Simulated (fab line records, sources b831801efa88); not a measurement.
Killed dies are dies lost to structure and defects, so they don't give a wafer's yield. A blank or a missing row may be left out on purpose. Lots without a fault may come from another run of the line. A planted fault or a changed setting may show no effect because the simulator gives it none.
fab line records | flow gf180mcu
record lots=5 wafers=15 last_day=33
route steps=602 shown M2@372 V2@382
lots that met no fault: from a run of the same line without faults
start_h: hours from the record's first day to the start of the lot's first wafer shown | wait_h: hours since the lot's step before | " the same as in the row above | L1.1+2: a row that stands for several wafers | - no value, or no start given | * or withheld: withheld | < > ~ a bound
route shown NAME@n: a module of which the file shows steps, and the number in the route of the first | usual: mean/standard deviation of fault-free wafers | same: alike in all rows | chamber/n: place in a boat | sites: the reading at each site | _std_site: their standard deviation | _edge_site: outer sites' mean less inner sites' | radius_mm: how far each site lies from the wafer's centre | mask NAME#n: copy n | behind: the tool/chamber that last shaped the wafer | hold: why the lot was held/for how many hours/how that ended | device: the transistor (n, p or np) that didn't switch | end of line: the same wafers' tests at the end of the route | a step without rows: its recipe alone | killed: dies lost to structure and defects at the first sort, not the wafer's yield | map: a wafer's dies, x killed, . not, _ none there
set.NAME: the setting as run; set.NAME@STEP: as run at that earlier step | model.NAME: the simulator's own value behind a step, which no gauge read
lots at some steps of the route; a table a step, a row a wafer
services: from which hour (start_h, from the record's first day; less than 0 if before it) a tool's chamber was out of use, for how many hours, and why
## steps
# step GF_M2_SOFTBAKE_10
# recipe temp_c=130 time_s=60 resist=KrF
# usual plate_temp_C=130.01/0.14
# columns lot.wafer tool chamber start_h wait_h plate_temp_C
L074.1 litho_track-01 0 421.76 0.1 130.11
L074.3 " 0 " " 130.12
L074.4 " 0 " " 130.19
L079.1 litho_track-03 0 478.78 0.1 130.09
L079.2 " 0 " " 130.25
L079.3 " 0 " " 130.02
L080.1 litho_track-02 0 481.13 0.1 129.92
L080.5 " 0 " " 129.89
L080.6 " 0 " " 129.98
L088.1 litho_track-02 0 548.08 0.1 130.15
L088.2 " 0 " " 130.18
L088.6 " 0 " " 129.95
L093.1 litho_track-02 0 585.93 0.1 130.01
L093.2 " 0 " " 130.14
L093.3 " 0 " " 129.97
# step GF_M2_EXPOSE_11
# recipe mask_id=Metal2 target_cd_nm=280 na=0.68 source_shape=conventional sigma_outer=0.6 dose_mj=28
# same sigma_outer=0.6
# columns lot.wafer tool chamber start_h wait_h mask
L074.1+3+4 krf_scanner-02 0 - - Metal2#0
L079.1+2+3 krf_scanner-02 0 - - Metal2#0
L080.1+5+6 krf_scanner-02 0 - - Metal2#0
L088.1+2+6 krf_scanner-02 0 - - Metal2#0
L093.1+2+3 krf_scanner-01 0 - - Metal2#0
# step GF_M2_PEB_12
# recipe peb_temp_c=135 peb_time_s=90 resist=KrF
# usual plate_temp_C=134.97/0.14
# columns lot.wafer tool chamber start_h wait_h plate_temp_C
L074.1 litho_track-03 0 - - 134.98
L074.3 " 0 " " 134.99
L074.4 " 0 " " 134.95
L079.1 litho_track-01 0 - - 135.12
L079.2 " 0 " " 134.99
L079.3 " 0 " " 134.81
L080.1 litho_track-03 0 - - 135.04
L080.5 " 0 " " 135.04
L080.6 " 0 " " 134.93
L088.1 litho_track-01 0 - - 134.80
L088.2 " 0 " " 134.81
L088.6 " 0 " " 134.78
L093.1 litho_track-02 0 - - 135.07
L093.2 " 0 " " 135.07
L093.3 " 0 " " 134.73
# step GF_M2_DEVELOP_13
# recipe develop_time_s=60 dev_temp_c=21
# columns lot.wafer tool chamber start_h wait_h
L074.1+3+4 litho_track-03 0 433.28 0.2
L079.1+2+3 litho_track-01 0 490.46 0.2
L080.1+5+6 litho_track-03 0 493.48 0.2
L088.1+2+6 litho_track-01 0 558.71 0.2
L093.1+2+3 litho_track-02 0 596.48 0.2
# step GF_M2_CD_MEAS_14
# recipe target_cd_nm=280
# usual cd_nm=280.0/1.2
# columns lot.wafer tool chamber start_h wait_h cd_nm
L074.1 cd_sem-01 - 433.43 0.1 279.2
L074.3 " - " " 279.1
L074.4 " - " " 279.0
L079.1 cd_sem-02 - 490.61 0.1 280.2
L079.2 " - " " 280.0
L079.3 " - " " 281.2
L080.1 cd_sem-01 - 493.63 0.1 279.4
L080.5 " - " " 280.6
L080.6 " - " " 280.2
L088.1 cd_sem-02 - 558.86 0.1 279.9
L088.2 " - " " 278.8
L088.6 " - " " 279.6
L093.1 cd_sem-02 - 596.63 0.1 280.5
L093.2 " - " " 279.5
L093.3 " - " " 280.0
# step GF_M2_OVL_MEAS_15
# usual M2_OVL=-2/5.3
# columns lot.wafer tool chamber start_h wait_h M2_OVL[nm]
L074.1 overlay-01 - 433.55 0.1 -3
L074.3 " - " " -3
L074.4 " - " " -14
L079.1 overlay-01 - 490.73 0.1 1
L079.2 " - " " 4
L079.3 " - " " -4
L080.1 overlay-02 - 493.75 0.1 -6
L080.5 " - " " -6
L080.6 " - " " 1
L088.1 overlay-01 - 558.98 0.1 1
L088.2 " - " " 5
L088.6 " - " " -1
L093.1 overlay-01 - 596.75 0.1 -3
L093.2 " - " " 1
L093.3 " - " " 0
# step GF_M2_METAL_ETCH_16
# recipe chemistry=Cl2/BCl3 mask_material=KrF target_depth_nm=750.8 stop_on=SiO2 pressure_mtorr=8 icp_w=800 bias_w=140 Cl2_flow_sccm=80 bcl3_flow_sccm=40 time_s=125.1
# usual drypump_motor_current_A=5.4/0.48 oes_product_au=0.991/0.0057 throttle_valve_pct=28.228/0.0097
# columns lot.wafer tool chamber start_h wait_h drypump_motor_current_A oes_product_au rf_hours_counter_h throttle_valve_pct
L074.1 rie_metal-01 0 433.59 0.0 5.7 0.993 13 28.243
L074.3 " 0 " " 5.6 0.996 - 28.223
L074.4 " 1 " " 5.3 0.983 - 28.221
L079.1 rie_metal-02 0 490.77 0.0 6.1 0.992 7 28.220
L079.2 " 0 " " 6.1 0.995 - 28.219
L079.3 " 0 " " 6.1 0.992 - 28.214
L080.1 rie_metal-01 0 493.79 0.0 5.7 0.986 1 28.226
L080.5 " 0 " " 5.7 0.982 - 28.233
L080.6 " 0 " " 5.7 0.980 - 28.228
L088.1 rie_metal-03 1 559.02 0.0 5.4 0.991 4 28.237
L088.2 " 0 " " 4.9 0.985 2 28.236
L088.6 " 0 " " 4.9 0.990 - 28.209
L093.1 rie_metal-02 0 596.79 0.0 6.1 0.998 11 28.195
L093.2 " 0 " " 6.1 1.004 - 28.224
L093.3 " 0 " " 6.1 0.999 - 28.210
# step GF_M2_STRIP_17
# recipe chemistry=O2/N2 power_w=1400 pressure_mtorr=1500 platen_temp_c=250 o2_flow_sccm=3000 n2_flow_sccm=300 overash_fraction=0.5
# usual drypump_motor_current_A=5.76/0.28 heater_power_w=331/22 oes_product_au=0.537/0.0045 strip_time_to_endpoint_s=7.40/0.038
# columns lot.wafer tool chamber start_h wait_h drypump_motor_current_A heater_power_w oes_product_au rf_hours_counter_h strip_time_to_endpoint_s
L074.1 plasma_asher-04 1 433.72 0.1 5.21 323 0.537 78 7.39
L074.3 " 0 " " 5.94 333 0.541 - 7.41
L074.4 " 1 " " 5.24 323 0.537 - 7.38
L079.1 plasma_asher-04 1 491.03 0.2 5.21 333 0.532 84 7.37
L079.2 " 0 " " 5.96 337 0.540 84 7.39
L079.3 " 1 " " 5.24 327 0.544 - 7.37
L080.1 plasma_asher-04 0 494.13 0.3 5.96 335 0.538 85 7.45
L080.5 " 1 " " 5.22 326 0.537 - 7.44
L080.6 " 0 " " 5.97 341 0.539 - 7.46
L088.1 plasma_asher-02 1 559.15 0.1 5.53 349 0.535 77 7.39
L088.2 " 0 " " 6.06 319 0.536 77 7.37
L088.6 " 0 " " 6.06 309 0.537 - 7.40
L093.1 plasma_asher-01 0 597.05 0.2 5.82 309 0.537 52 7.38
L093.2 " 1 " " 5.93 365 0.538 52 7.34
L093.3 " 1 " " 5.94 377 0.534 - 7.39
# step GF_M2_STRIP_18
# recipe chemistry=post_etch_residue_remover time_s=1200 temp_c=72.5
# columns lot.wafer tool chamber start_h wait_h
L074.1+3+4 wet_bench-04 2 433.82 0.1
L079.1+2+3 wet_bench-04 1 491.13 0.1
L080.1+5+6 wet_bench-02 3 494.23 0.1
L088.1+2+6 wet_bench-01 3 559.25 0.1
L093.1+2+3 wet_bench-02 1 597.15 0.1
# step GF_M2_CLEAN_19
# recipe chemistry=DIW dry=n2_spin
# columns lot.wafer tool chamber start_h wait_h
L074.1+3+4 wet_bench-01 0 434.16 0.0
L079.1+2+3 wet_bench-01 3 491.50 0.0
L080.1+5+6 wet_bench-04 1 494.58 0.0
L088.1+2+6 wet_bench-02 1 559.62 0.0
L093.1+2+3 wet_bench-01 2 597.49 0.0
# step GF_V2_CVD_00
# recipe material=SiO2 target_thk_nm=600 sigma_open_frac=0.3 temp_c=400 time_s=100 sih4_flow_sccm=60 pressure_mtorr=6
# usual pressure_mtorr=6.000/0.012
# columns lot.wafer tool chamber start_h wait_h pressure_mtorr
L074.1 hdpcvd-01 0 434.26 0.0 6.021
L074.3 " 1 " " 5.995
L074.4 " 2 " " 6.034
L079.1 hdpcvd-01 1 491.60 0.0 6.006
L079.2 " 0 " " 6.006
L079.3 " 2 " " 5.992
L080.1 hdpcvd-01 2 494.68 0.0 6.011
L080.5 " 2 " " 6.026
L080.6 " 0 " " 5.985
L088.1 hdpcvd-01 2 559.71 0.0 6.013
L088.2 " 1 " " 5.989
L088.6 " 2 " " 6.000
L093.1 hdpcvd-02 1 597.67 0.0 6.006
L093.2 " 0 " " 5.994
L093.3 " 2 " " 5.978
# step GF_V2_THK_MEAS_01
# recipe reads=SiO2_of_V2_CVD_00
# usual V2_CVD_00_THK=600/5.7
# columns lot.wafer tool chamber start_h wait_h V2_CVD_00_THK[nm]
L074.1 film_metro-04 - 434.33 0.0 595
L074.3 " - " " 604
L074.4 " - " " 598
L079.1 film_metro-04 - 491.67 0.0 602
L079.2 " - " " 594
L079.3 " - " " 599
L080.1 film_metro-02 - 494.75 0.0 592
L080.5 " - " " 587
L080.6 " - " " 583
L088.1 film_metro-04 - 559.78 0.0 599
L088.2 " - " " 605
L088.6 " - " " 600
L093.1 film_metro-02 - 597.74 0.0 593
L093.2 " - " " 598
L093.3 " - " " 594
# step GF_V2_CVD_02
# recipe material=SiO2 target_thk_nm=850 precursor=TEOS temp_c=400 time_s=94.851 rf_w=600
# usual heater_power_outer_w=399/60 heater_power_w=662/85
# columns lot.wafer tool chamber start_h wait_h heater_power_outer_w heater_power_w
L074.1 pecvd-02 1 434.39 0.1 370 610
L074.3 " 0 " " 386 578
L074.4 " 0 " " 412 612
L079.1 pecvd-03 0 491.73 0.1 449 746
L079.2 " 1 " " 347 667
L079.3 " 2 " " 343 594
L080.1 pecvd-03 2 494.81 0.1 358 606
L080.5 " 2 " " 378 629
L080.6 " 1 " " 365 678
L088.1 pecvd-02 0 559.84 0.1 437 667
L088.2 " 1 " " 412 682
L088.6 " 0 " " 337 531
L093.1 pecvd-01 0 597.80 0.1 369 671
L093.2 " 1 " " 418 676
L093.3 " 2 " " 551 852
# step GF_V2_THK_MEAS_03
# recipe reads=SiO2_of_V2_CVD_02
# usual V2_CVD_02_THK=848/11
# columns lot.wafer tool chamber start_h wait_h V2_CVD_02_THK[nm]
L074.1 film_metro-02 - 434.46 0.0 850
L074.3 " - " " 843
L074.4 " - " " 853
L079.1 film_metro-03 - 491.80 0.0 839
L079.2 " - " " 841
L079.3 " - " " 846
L080.1 film_metro-03 - 494.88 0.0 830
L080.5 " - " " 851
L080.6 " - " " 851
L088.1 film_metro-04 - 559.91 0.0 850
L088.2 " - " " 852
L088.6 " - " " 861
L093.1 film_metro-02 - 597.87 0.0 856
L093.2 " - " " 861
L093.3 " - " " 852
# step GF_V2_CMP_04
# recipe material=SiO2 down_force_psi=4 platen_rpm=60 pad_velocity_m_s=0.94248
# usual edge_zone_pressure_frac=1.000/0.0048 motor_current_A=13.0/1.2 time_to_endpoint_s=80/4.8
# columns lot.wafer tool chamber start_h wait_h edge_zone_pressure_frac motor_current_A time_to_endpoint_s
L074.1 cmp-02 3 434.52 0.1 1.003 12.4 83
L074.3 " 0 " " 1.000 14.1 83
L074.4 " 2 " " 1.002 14.0 87
L079.2 cmp-02 3 491.97 0.2 1.005 12.7 76
L079.3 " 0 " " 0.999 13.5 77
L079.1 " 1 " " 0.998 14.7 77
L080.1 cmp-01 1 495.04 0.1 1.003 11.2 73
L080.6 " 3 " " 0.992 10.8 81
L080.5 " 0 " " 1.002 13.9 76
L088.1 cmp-01 1 560.02 0.1 1.002 11.6 80
L088.2 " 2 " " 1.003 12.9 77
L088.6 " 0 " " 1.002 13.9 82
L093.3 cmp-01 3 597.98 0.1 1.003 11.3 78
L093.2 " 0 " " 0.997 13.7 79
L093.1 " 1 " " 1.000 11.2 80
# step GF_V2_BOW_MEAS_05
# recipe mode=bow
# usual V2_BOW=99/8.1
# columns lot.wafer tool chamber start_h wait_h V2_BOW[um]
L074.1 film_metro-04 - 434.82 0.2 90
L074.3 " - " " 88
L074.4 " - " " 88
L079.1 film_metro-03 - 492.22 0.1 110
L079.2 " - " " 92
L079.3 " - " " 90
L080.1 film_metro-02 - 495.24 0.1 110
L080.5 " - " " 97
L080.6 " - " " 109
L088.1 film_metro-03 - 560.27 0.2 90
L088.2 " - " " 101
L088.6 " - " " 96
L093.1 film_metro-04 - 598.23 0.1 91
L093.2 " - " " 93
L093.3 " - " " 90
# step GF_V2_DEHYDRATE_06
# recipe temp_c=200 time_s=60
# usual plate_temp_C=200.02/0.16
# columns lot.wafer tool chamber start_h wait_h plate_temp_C
L074.1 litho_track-04 0 446.59 11.7 200.10
L074.3 " 0 " " 199.87
L074.4 " 0 " " 200.25
L079.1 litho_track-02 0 503.28 11.0 200.01
L079.2 " 0 " " 200.25
L079.3 " 0 " " 200.17
L080.1 litho_track-02 0 505.98 10.7 199.97
L080.5 " 0 " " 200.02
L080.6 " 0 " " 199.87
L088.1 litho_track-03 0 570.83 10.5 200.01
L088.2 " 0 " " 200.24
L088.6 " 0 " " 200.14
L093.1 litho_track-04 0 608.03 9.8 200.09
L093.2 " 0 " " 200.16
L093.3 " 0 " " 199.92
# step GF_V2_HMDS_07
# recipe prime_time_s=60 prime_temp_c=120
# columns lot.wafer tool chamber start_h wait_h
L074.1+3+4 litho_track-04 0 446.74 0.1
L079.1+2+3 litho_track-02 0 503.43 0.1
L080.1+5+6 litho_track-02 0 506.13 0.1
L088.1+2+6 litho_track-03 0 570.98 0.1
L093.1+2+3 litho_track-04 0 608.18 0.1
# step GF_V2_COAT_08
# recipe resist=BARC temp_c=withheld time_s=withheld spin_rpm=withheld resist_thk_nm=withheld
# usual dispense_pressure_kPa=53.2/1.6
# columns lot.wafer tool chamber start_h wait_h dispense_pressure_kPa
L074.1 litho_track-04 0 446.89 0.1 51.8
L074.3 " 0 " " 51.7
L074.4 " 0 " " 51.8
L079.1 litho_track-02 0 503.58 0.1 55.0
L079.2 " 0 " " 55.0
L079.3 " 0 " " 55.0
L080.1 litho_track-02 0 506.28 0.1 55.0
L080.5 " 0 " " 55.0
L080.6 " 0 " " 55.0
L088.1 litho_track-03 0 571.13 0.1 51.6
L088.2 " 0 " " 51.6
L088.6 " 0 " " 51.6
L093.1 litho_track-04 0 608.33 0.1 51.8
L093.2 " 0 " " 51.8
L093.3 " 0 " " 51.8
# step GF_V2_COAT_09
# recipe resist=KrF spin_rpm=withheld resist_thk_nm=1000
# usual dispense_pressure_kPa=53.2/1.6
# columns lot.wafer tool chamber start_h wait_h dispense_pressure_kPa
L074.1 litho_track-04 0 - - 51.7
L074.3 " 0 " " 51.8
L074.4 " 0 " " 51.8
L079.1 litho_track-02 0 - - 55.0
L079.2 " 0 " " 55.1
L079.3 " 0 " " 55.1
L080.1 litho_track-02 0 - - 55.1
L080.5 " 0 " " 55.1
L080.6 " 0 " " 55.0
L088.1 litho_track-03 0 - - 51.6
L088.2 " 0 " " 51.6
L088.6 " 0 " " 51.6
L093.1 litho_track-04 0 - - 51.8
L093.2 " 0 " " 51.8
L093.3 " 0 " " 51.8
# step GF_V2_SOFTBAKE_10
# recipe temp_c=130 time_s=60 resist=KrF
# usual plate_temp_C=130.00/0.14
# columns lot.wafer tool chamber start_h wait_h plate_temp_C
L074.1 litho_track-04 0 - - 130.10
L074.3 " 0 " " 130.04
L074.4 " 0 " " 130.16
L079.1 litho_track-02 0 - - 130.09
L079.2 " 0 " " 130.09
L079.3 " 0 " " 130.36
L080.1 litho_track-02 0 - - 130.17
L080.5 " 0 " " 130.10
L080.6 " 0 " " 130.03
L088.1 litho_track-03 0 - - 129.91
L088.2 " 0 " " 129.88
L088.6 " 0 " " 129.96
L093.1 litho_track-04 0 - - 130.00
L093.2 " 0 " " 129.83
L093.3 " 0 " " 129.87
# step GF_V2_EXPOSE_11
# recipe mask_id=Via2 target_cd_nm=260 na=0.68 source_shape=conventional sigma_outer=0.6 dose_mj=38
# same sigma_outer=0.6
# columns lot.wafer tool chamber start_h wait_h mask
L074.1+3+4 krf_scanner-02 0 - - Via2#0
L079.1+2+3 krf_scanner-01 0 - - Via2#0
L080.1+5+6 krf_scanner-02 0 - - Via2#0
L088.1+2+6 krf_scanner-02 0 - - Via2#0
L093.1+2+3 krf_scanner-02 0 - - Via2#0
# step GF_V2_PEB_12
# recipe peb_temp_c=135 peb_time_s=90 resist=KrF
# usual plate_temp_C=134.97/0.14
# columns lot.wafer tool chamber start_h wait_h plate_temp_C
L074.1 litho_track-03 0 - - 134.79
L074.3 " 0 " " 134.97
L074.4 " 0 " " 134.96
L079.1 litho_track-03 0 - - 135.02
L079.2 " 0 " " 135.34
L079.3 " 0 " " 135.15
L080.1 litho_track-04 0 - - 134.89
L080.5 " 0 " " 134.90
L080.6 " 0 " " 135.03
L088.1 litho_track-03 0 - - 134.95
L088.2 " 0 " " 134.96
L088.6 " 0 " " 134.98
L093.1 litho_track-02 0 - - 134.87
L093.2 " 0 " " 135.16
L093.3 " 0 " " 135.07
# step GF_V2_DEVELOP_13
# recipe develop_time_s=60 resist=KrF dev_temp_c=21
# columns lot.wafer tool chamber start_h wait_h
L074.1+3+4 litho_track-03 0 458.98 0.2
L079.1+2+3 litho_track-03 0 515.43 0.2
L080.1+5+6 litho_track-04 0 518.38 0.2
L088.1+2+6 litho_track-03 0 582.13 0.2
L093.1+2+3 litho_track-02 0 619.68 0.2
# step GF_V2_CD_MEAS_14
# recipe target_cd_nm=260
# usual cd_nm=259.9/1
# columns lot.wafer tool chamber start_h wait_h cd_nm
L074.1 cd_sem-01 - 459.13 0.1 260.1
L074.3 " - " " 261.5
L074.4 " - " " 260.5
L079.1 cd_sem-01 - 515.58 0.1 260.2
L079.2 " - " " 259.6
L079.3 " - " " 259.0
L080.1 cd_sem-02 - 518.53 0.1 259.7
L080.5 " - " " 259.4
L080.6 " - " " 259.6
L088.1 cd_sem-02 - 582.28 0.1 260.4
L088.2 " - " " 260.4
L088.6 " - " " 260.5
L093.1 cd_sem-01 - 619.83 0.1 261.9
L093.2 " - " " 261.4
L093.3 " - " " 261.2
# step GF_V2_OVL_MEAS_15
# usual V2_OVL=-1/4.5
# columns lot.wafer tool chamber start_h wait_h V2_OVL[nm]
L074.1 overlay-01 - 459.25 0.1 -6
L074.3 " - " " -3
L074.4 " - " " -6
L079.1 overlay-02 - 515.70 0.1 -4
L079.2 " - " " -1
L079.3 " - " " 4
L080.1 overlay-01 - 518.65 0.1 -4
L080.5 " - " " -9
L080.6 " - " " 1
L088.1 overlay-01 - 582.40 0.1 -3
L088.2 " - " " -1
L088.6 " - " " -5
L093.1 overlay-01 - 619.95 0.1 -1
L093.2 " - " " 3
L093.3 " - " " 4
# step GF_V2_ETCH_16
# recipe chemistry=N2/H2 target_depth_a=withheld overetch_a=withheld time_s=withheld target=BARC ion_energy_ev=200 source_w=500 bias_w=100 pressure_mtorr=30 n2_flow_sccm=100 h2_flow_sccm=200
# usual drypump_motor_current_A=5.8/0.52 oes_product_au=0.856/0.0043 throttle_valve_pct=13.224/0.0092
# columns lot.wafer tool chamber start_h wait_h drypump_motor_current_A oes_product_au throttle_valve_pct
L074.1 rie_diel-01 1 459.29 0.0 6.0 0.857 13.242
L074.3 " 0 " " 5.9 0.852 13.224
L074.4 " 3 " " 6.1 0.862 13.228
L079.1 rie_diel-03 0 515.74 0.0 5.3 0.859 13.203
L079.2 " 1 " " 5.6 0.863 13.228
L079.3 " 3 " " 5.1 0.863 13.232
L080.1 rie_diel-04 0 518.69 0.0 4.7 0.855 13.220
L080.5 " 1 " " 5.9 0.860 13.220
L080.6 " 0 " " 4.7 0.847 13.226
L088.1 rie_diel-03 1 582.44 0.0 5.6 0.860 13.228
L088.2 " 0 " " 5.3 0.863 13.232
L088.6 " 2 " " 6.3 0.857 13.221
L093.1 rie_diel-04 2 619.99 0.0 6.4 0.859 13.216
L093.2 " 1 " " 5.9 0.863 13.225
L093.3 " 0 " " 4.7 0.858 13.237
# step GF_V2_ETCH_17
# recipe chemistry=C4F8/O2/Ar mask_material=KrF target=SiO2 stop_on=TiN source_w=1500 bias_w=1200 pressure_mtorr=40 c4f8_flow_sccm=withheld O2_flow_sccm=6 Ar_flow_sccm=300 time_s=withheld target_depth_a=6300
# usual oes_product_au=0.856/0.0047
# columns lot.wafer tool chamber start_h wait_h oes_product_au
L074.1 rie_diel-01 1 - - 0.857
L074.3 " 0 " " 0.859
L074.4 " 3 " " 0.863
L079.1 rie_diel-03 0 - - 0.858
L079.2 " 1 " " 0.851
L079.3 " 3 " " 0.865
L080.1 rie_diel-04 0 - - 0.844
L080.5 " 1 " " 0.849
L080.6 " 0 " " 0.858
L088.1 rie_diel-03 1 - - 0.850
L088.2 " 0 " " 0.864
L088.6 " 2 " " 0.860
L093.1 rie_diel-04 2 - - 0.854
L093.2 " 1 " " 0.842
L093.3 " 0 " " 0.857
# step GF_V2_STRIP_18
# recipe chemistry=O2/N2 power_w=1400 pressure_mtorr=1500 platen_temp_c=250 o2_flow_sccm=3000 n2_flow_sccm=300 overash_fraction=0.5
# usual drypump_motor_current_A=5.6/0.46 heater_power_w=333/15 oes_product_au=0.593/0.0039
# columns lot.wafer tool chamber start_h wait_h drypump_motor_current_A heater_power_w oes_product_au rf_hours_counter_h
L074.1 plasma_asher-03 0 459.42 - 4.9 329 0.593 2
L074.3 " 0 " " 4.9 323 0.599 -
L074.4 " 1 " " 6.0 331 0.593 -
L079.1 plasma_asher-03 0 515.87 - 4.9 335 0.589 8
L079.2 " 1 " " 6.0 330 0.592 8
L079.3 " 1 " " 6.0 330 0.594 -
L080.1 plasma_asher-04 1 518.82 - 5.2 329 0.590 87
L080.5 " 0 " " 6.0 341 0.592 -
L080.6 " 1 " " 5.2 315 0.591 -
L088.1 plasma_asher-04 1 582.57 - 5.2 329 0.599 94
L088.2 " 0 " " 6.0 335 0.595 94
L088.6 " 1 " " 5.2 323 0.602 -
L093.1 plasma_asher-03 1 620.12 - 6.0 336 0.592 19
L093.2 " 0 " " 4.9 326 0.596 19
L093.3 " 0 " " 5.0 330 0.600 -
# step GF_V2_STRIP_19
# recipe chemistry=post_etch_residue_remover time_s=1200 temp_c=72.5
# columns lot.wafer tool chamber start_h wait_h
L074.1+3+4 wet_bench-02 1 459.52 0.1
L079.1+2+3 wet_bench-03 3 515.97 0.1
L080.1+5+6 wet_bench-04 2 518.92 0.1
L088.1+2+6 wet_bench-03 2 582.67 0.1
L093.1+2+3 wet_bench-03 1 620.22 0.1
# step GF_V2_CLEAN_20
# recipe chemistry=DIW dry=n2_spin
# columns lot.wafer tool chamber start_h wait_h
L074.1+3+4 wet_bench-03 1 459.86 0.0
L079.1+2+3 wet_bench-02 3 516.34 0.0
L080.1+5+6 wet_bench-03 2 519.26 0.0
L088.1+2+6 wet_bench-02 1 583.01 0.0
L093.1+2+3 wet_bench-03 3 620.56 0.0
# step GF_V2_SPUTTER_21
# recipe material=Ti target_thk_nm=15 chamber_pressure_pa=5 power_w=2500 substrate_temp_c=200 time_s=80.02
# usual throttle_valve_pct=29.7/0.89
# columns lot.wafer tool chamber start_h wait_h throttle_valve_pct
L074.1 pvd_sputter-01 - 459.95 0.0 30.0
L074.3 " - " " 29.6
L074.4 " - " " 30.4
L079.1 pvd_sputter-03 - 516.43 0.0 30.1
L079.2 " - " " 28.8
L079.3 " - " " 29.9
L080.1 pvd_sputter-01 - 519.36 0.0 31.6
L080.5 " - " " 29.9
L080.6 " - " " 30.0
L088.1 pvd_sputter-01 - 583.10 0.0 29.5
L088.2 " - " " 31.8
L088.6 " - " " 29.9
L093.1 pvd_sputter-01 - 620.65 0.0 30.3
L093.2 " - " " 31.7
L093.3 " - " " 30.2
# step GF_V2_SPUTTER_22
# recipe material=TiN target_thk_nm=10 chamber_pressure_pa=5 power_w=4000 time_s=40
# usual throttle_valve_pct=29.7/0.9
# columns lot.wafer tool chamber start_h wait_h throttle_valve_pct
L074.1 pvd_sputter-01 - 460.01 0.0 29.8
L074.3 " - " " 29.6
L074.4 " - " " 30.1
L079.1 pvd_sputter-03 - 516.49 0.0 30.4
L079.2 " - " " 28.6
L079.3 " - " " 30.0
L080.1 pvd_sputter-01 - 519.42 0.0 31.3
L080.5 " - " " 29.6
L080.6 " - " " 30.1
L088.1 pvd_sputter-01 - 583.16 0.0 29.6
L088.2 " - " " 31.5
L088.6 " - " " 29.8
L093.1 pvd_sputter-01 - 620.71 0.0 30.4
L093.2 " - " " 31.6
L093.3 " - " " 30.2
# step GF_V2_CVD_23
# recipe material=W target_thk_nm=350 time_s=104.94 temp_c=400 pressure_torr=40
# usual heater_power_outer_w=528/43 heater_power_w=848/30
# columns lot.wafer tool chamber start_h wait_h heater_power_outer_w heater_power_w
L074.1 cvd_w-01 1 460.05 0.0 512 835
L074.3 " 0 " " 504 853
L074.4 " 1 " " 523 855
L079.1 cvd_w-01 1 516.53 0.0 508 827
L079.2 " 0 " " 511 862
L079.3 " 0 " " 500 859
L080.1 cvd_w-01 0 519.46 0.0 507 844
L080.5 " 1 " " 521 853
L080.6 " 0 " " 513 871
L088.1 cvd_w-01 0 583.20 0.0 503 858
L088.2 " 1 " " 515 851
L088.6 " 1 " " 516 874
L093.1 cvd_w-02 0 620.75 0.0 625 906
L093.2 " 1 " " 510 793
L093.3 " 1 " " 499 801
# step GF_V2_RS_MEAS_24
# recipe thk_meas_gauge=four-point-probe reads=W_of_V2_CVD_23+TiN_of_V2_SPUTTER_22+Ti_of_V2_SPUTTER_21
# usual V2_W_RS=0.327/0.0034
# columns lot.wafer tool chamber start_h wait_h V2_W_RS[ohm/sq]
L074.1 film_metro-04 - 460.16 0.1 0.324
L074.3 " - " " 0.326
L074.4 " - " " 0.325
L079.1 film_metro-03 - 516.64 0.1 0.327
L079.2 " - " " 0.331
L079.3 " - " " 0.331
L080.1 film_metro-03 - 519.57 0.1 0.339
L080.5 " - " " 0.328
L080.6 " - " " 0.329
L088.1 film_metro-02 - 583.31 0.1 0.335
L088.2 " - " " 0.325
L088.6 " - " " 0.329
L093.1 film_metro-02 - 620.89 0.1 0.332
L093.2 " - " " 0.330
L093.3 " - " " 0.330
# step GF_V2_THK_MEAS_25
# recipe thk_meas_gauge=xrf reads=W_of_V2_CVD_23
# usual V2_W_THK=348/6.8
# columns lot.wafer tool chamber start_h wait_h V2_W_THK[nm]
L074.1 film_metro-04 - 460.28 0.1 357
L074.3 " - " " 357
L074.4 " - " " 359
L079.1 film_metro-03 - 516.76 0.1 347
L079.2 " - " " 341
L079.3 " - " " 342
L080.1 film_metro-03 - 519.69 0.1 335
L080.5 " - " " 346
L080.6 " - " " 345
L088.1 film_metro-02 - 583.43 0.1 335
L088.2 " - " " 344
L088.6 " - " " 342
L093.1 film_metro-02 - 621.01 0.1 338
L093.2 " - " " 343
L093.3 " - " " 342
# step GF_V2_CMP_26
# recipe stop_on=SiO2 down_force_psi=3.5 platen_rpm=60 t_overpolish_s=15 target_thk_nm=0 pad_velocity_m_s=0.94248
# usual edge_zone_pressure_frac=1.000/0.0049 motor_current_A=11.9/1.2 overpolish_run_s=15.000/0.0089 time_to_endpoint_s=84.9/2.7
# columns lot.wafer tool chamber start_h wait_h edge_zone_pressure_frac motor_current_A overpolish_run_s time_to_endpoint_s
L074.4 cmp-02 1 460.39 0.1 0.995 12.8 15.009 84.7
L074.3 " 2 " " 0.999 13.5 15.010 82.9
L074.1 " 3 " " 1.004 11.3 14.994 82.4
L079.1 cmp-01 0 516.82 0.1 1.001 13.0 15.002 82.9
L079.2 " 1 " " 0.995 10.6 15.004 80.6
L079.3 " 3 " " 0.995 10.5 14.996 84.1
L080.1 cmp-02 3 519.80 0.1 1.010 10.9 14.990 83.1
L080.5 " 2 " " 1.002 12.4 15.009 86.8
L080.6 " 3 " " 1.011 11.1 15.003 84.5
L088.2 cmp-02 2 583.49 0.0 0.999 13.1 14.992 88.5
L088.1 " 3 " " 1.008 11.3 15.004 80.8
L088.6 " 3 " " 1.000 11.1 15.000 82.0
L093.3 cmp-01 3 621.19 0.1 0.999 10.1 15.006 82.7
L093.2 " 0 " " 1.005 12.2 15.007 85.4
L093.1 " 2 " " 1.006 11.7 14.997 83.7
## services
# columns tool chamber start_h hours kind
cmp-02 - 406.41 4.0 pm
plasma_asher-04 - 425.55 0.4 repair
krf_scanner-02 - 427.20 0.8 pm
cmp-02 - 444.54 4.4 repair
krf_scanner-02 - 459.15 1.0 pm
cmp-01 - 484.18 2.5 repair
cmp-01 - 489.83 3.4 repair
krf_scanner-02 - 500.96 0.4 repair
pvd_sputter-01 - 508.94 3.4 repair
cmp-02 - 523.69 7.9 repair
krf_scanner-02 - 525.84 1.3 pm
cmp-01 - 554.27 1.6 repair
cmp-01 - 560.98 0.4 repair
cmp-01 - 572.30 4.0 pm
cmp-01 - 579.03 9.4 pm
cmp-01 - 588.46 5.2 pm
cmp-02 - 589.18 2.1 repair
wet_bench-03 - 592.61 20.6 pm
krf_scanner-02 - 596.00 0.8 pm
pvd_sputter-01 - 601.01 10.2 repair
krf_scanner-02 - 604.17 1.4 repair
krf_scanner-02 - 606.62 1.3 repair
cmp-02 - 617.51 6.6 pm
wet_bench-02 - 617.75 42.0 pm
## key
fault none
